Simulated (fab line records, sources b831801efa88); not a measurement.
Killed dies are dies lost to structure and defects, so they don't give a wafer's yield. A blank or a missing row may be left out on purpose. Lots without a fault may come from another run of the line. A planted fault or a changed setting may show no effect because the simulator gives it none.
Chamber matching | flow gf180mcu | GF_V2_CVD_02 on pecvd-01: 3 sister chambers
The step deposits SiO2 from TEOS, target thk 850 nm, time 94.851 s. 6 wafers are shown with their chamber, then 7 later ones without.

WAFERS WITH THEIR CHAMBER
wafer  | chamber | heater_power_w (W)
L369.6 | 0       | 688
L371.2 | 1       | 656
L371.3 | 2       | 733
L371.4 | 2       | 759
L377.1 | 0       | 638
L377.4 | 1       | 701

WAFERS WITHOUT THEIR CHAMBER
wafer  | heater_power_w (W)
L377.5 | 705
L378.1 | 749
L378.3 | 760
L378.5 | 629
L379.3 | 718
L379.5 | 727
L379.6 | 761

WHICH CHAMBER EACH WENT THROUGH
wafer  | from the rows above          | in truth
L377.5 | can't be placed: 1 or 2 or 0 | 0
L378.1 | 2                            | 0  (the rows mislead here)
L378.3 | 2                            | 2
L378.5 | can't be placed: 0 or 1      | 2
L379.3 | can't be placed: 2 or 1 or 0 | 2
L379.5 | can't be placed: 2 or 1 or 0 | 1
L379.6 | 2                            | 2
Placed correctly: 2 of 7. Can't be placed from these rows: 4 (the true chamber is among the candidates in 3). Placed wrongly: 1.
How it was worked out, from the rows above alone: a wafer's distance from a chamber is the root of the sum, over the readings, of the square of ((its reading less the chamber's mean) divided by the reading's scatter). The wafer belongs to the nearest chamber; if the next one is less than 2 further off, it can't be placed. A chamber's mean is the mean of its shown wafers. The scatter: the root of (the sum of the squares of (reading less its chamber's mean) over the shown wafers, divided by (wafers less chambers)).
